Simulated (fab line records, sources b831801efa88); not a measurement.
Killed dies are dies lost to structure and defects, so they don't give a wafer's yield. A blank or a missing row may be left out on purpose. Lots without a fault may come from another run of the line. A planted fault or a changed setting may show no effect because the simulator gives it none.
Tool commonality check | flow gf180mcu | 12 lots, 36 wafers sampled

WHY IT WAS OPENED
At GF_HV_LDD_TW_MEAS_50 the reading HV_LDD_4_TW is flagged on 1 of 12 lots. Wafers without a fault read 573, standard deviation 3.7.
Rule: a lot is flagged when every wafer of it that has a number lies more than 4 standard deviations from that mean, or none has a number. The other lots count as sound.

lot  | measured     | on            | HV_LDD_4_TW, wafer by wafer | flag
L333 | day 12 09:54 | film_metro-04 | 575 574 574                 |
L335 | day 13 08:33 | film_metro-04 | 571 575 574                 |
L336 | day 13 16:02 | film_metro-04 | 574 571 570                 |
L337 | day 14 03:35 | film_metro-04 | 572 576 573                 |
L338 | day 14 14:32 | film_metro-03 | 577 571 571                 |
L339 | day 14 20:35 | film_metro-01 | 572 568 567                 |
L341 | day 15 08:52 | film_metro-04 | 573 573 574                 |
L343 | day 16 03:38 | film_metro-04 | 570 571 573                 |
L344 | day 16 06:55 | film_metro-04 | 571 573 574                 |
L345 | day 16 13:32 | film_metro-03 | 573 571 571                 |
L347 | day 17 06:54 | film_metro-04 | 570 570 573                 |
L354 | day 19 19:15 | film_metro-03 | 30 30 30                    | FLAGGED
The numbers of the flagged lots are 30 on average: -543 against the usual, or -99 or more standard deviations.

WHICH TOOL RAN EACH LOT
The record holds 3 process steps before the reading, out of a route of 602 steps. In each cell: the tool, then ch and the chambers that the sampled wafers went through, then the start.
lot  | flag    | GF_VT_IMPLANT_RTA_45             | GF_HV_LDD_EXPOSE_43                 | GF_HV_LDD_STRIP_49
L333 |         | rtp_anneal-01 ch 0, day 7 13:58  | iline_stepper-01 ch 0, day 11 23:47 | plasma_asher-01 ch 0,1, day 12 09:49
L335 |         | rtp_anneal-01 ch 0, day 8 06:38  | iline_stepper-01 ch 0, day 12 21:57 | plasma_asher-03 ch 0, day 13 08:26
L336 |         | rtp_anneal-02 ch 0, day 8 13:17  | iline_stepper-01 ch 0, day 13 06:09 | plasma_asher-03 ch 0,1, day 13 15:55
L337 |         | rtp_anneal-02 ch 0, day 8 21:23  | iline_stepper-02 ch 0, day 13 16:23 | plasma_asher-02 ch 0,1, day 14 03:31
L338 |         | rtp_anneal-02 ch 0, day 9 08:06  | iline_stepper-02 ch 0, day 14 04:14 | plasma_asher-02 ch 0,1, day 14 14:26
L339 |         | rtp_anneal-02 ch 0, day 9 11:06  | iline_stepper-02 ch 0, day 14 09:39 | plasma_asher-03 ch 0,1, day 14 20:28
L341 |         | rtp_anneal-01 ch 0, day 9 23:41  | iline_stepper-01 ch 0, day 14 22:02 | plasma_asher-01 ch 0,1, day 15 08:46
L343 |         | rtp_anneal-01 ch 0, day 10 13:52 | iline_stepper-01 ch 0, day 15 16:13 | plasma_asher-02 ch 0,1, day 16 03:32
L344 |         | rtp_anneal-02 ch 0, day 10 17:37 | iline_stepper-02 ch 0, day 15 19:06 | plasma_asher-01 ch 0,1, day 16 06:49
L345 |         | rtp_anneal-01 ch 0, day 10 23:59 | iline_stepper-02 ch 0, day 16 01:48 | plasma_asher-01 ch 0,1, day 16 13:25
L347 |         | rtp_anneal-01 ch 0, day 11 15:38 | iline_stepper-02 ch 0, day 16 19:19 | plasma_asher-02 ch 0,1, day 17 06:47
L354 | FLAGGED | rtp_anneal-02 ch 0, day 13 14:35 | iline_stepper-02 ch 0, day 19 06:34 | plasma_asher-03 ch 0,1, day 19 19:08
What these steps do:
- GF_VT_IMPLANT_RTA_45: time 30 s.
- GF_HV_LDD_EXPOSE_43: exposes mask Pplus HV AREA, target cd 400 nm.
- GF_HV_LDD_STRIP_49: strips in O2/N2.
- GF_HV_LDD_TW_MEAS_50

FLAGGED OVER TOTAL, TOOL BY TOOL (the gauges that took the reading come last)
step                 | tool             | lots run | flagged | share of the flagged lots | sound lots run after its first flagged lot
GF_VT_IMPLANT_RTA_45 | rtp_anneal-01    | 6        | 0       | none                      | -
GF_VT_IMPLANT_RTA_45 | rtp_anneal-02    | 6        | 1       | all                       | 0
GF_HV_LDD_EXPOSE_43  | iline_stepper-01 | 5        | 0       | none                      | -
GF_HV_LDD_EXPOSE_43  | iline_stepper-02 | 7        | 1       | all                       | 0
GF_HV_LDD_STRIP_49   | plasma_asher-01  | 4        | 0       | none                      | -
GF_HV_LDD_STRIP_49   | plasma_asher-02  | 4        | 0       | none                      | -
GF_HV_LDD_STRIP_49   | plasma_asher-03  | 4        | 1       | all                       | 0
GF_HV_LDD_TW_MEAS_50 | film_metro-01    | 1        | 0       | none                      | -
GF_HV_LDD_TW_MEAS_50 | film_metro-03    | 3        | 1       | all                       | 0
GF_HV_LDD_TW_MEAS_50 | film_metro-04    | 8        | 0       | none                      | -

WHAT THE TABLE ALLOWS
4 rows of the table ran every flagged lot: rtp_anneal-02 at GF_VT_IMPLANT_RTA_45, iline_stepper-02 at GF_HV_LDD_EXPOSE_43, plasma_asher-03 at GF_HV_LDD_STRIP_49, film_metro-03 at GF_HV_LDD_TW_MEAS_50.
- rtp_anneal-02 at GF_VT_IMPLANT_RTA_45: 1 of its 6 lots flagged. Its last sound lot is L344 (day 10 17:37), its first flagged lot L354 (day 13 14:35): a fault that began between those two fits.
- iline_stepper-02 at GF_HV_LDD_EXPOSE_43: 1 of its 7 lots flagged. Its last sound lot is L347 (day 16 19:19), its first flagged lot L354 (day 19 06:34): a fault that began between those two fits.
- plasma_asher-03 at GF_HV_LDD_STRIP_49: 1 of its 4 lots flagged. Its last sound lot is L339 (day 14 20:28), its first flagged lot L354 (day 19 19:08): a fault that began between those two fits.
- film_metro-03 at GF_HV_LDD_TW_MEAS_50: 1 of its 3 lots flagged. Its last sound lot is L345 (day 16 13:32), its first flagged lot L354 (day 19 19:15): a fault that began between those two fits.
Counting lots can't tell these 4 tools apart, because each fits a fault that began at some hour. More lots, or a look at what each step does to the wafer, might.

WHAT THE SIMULATOR HAD PUT IN
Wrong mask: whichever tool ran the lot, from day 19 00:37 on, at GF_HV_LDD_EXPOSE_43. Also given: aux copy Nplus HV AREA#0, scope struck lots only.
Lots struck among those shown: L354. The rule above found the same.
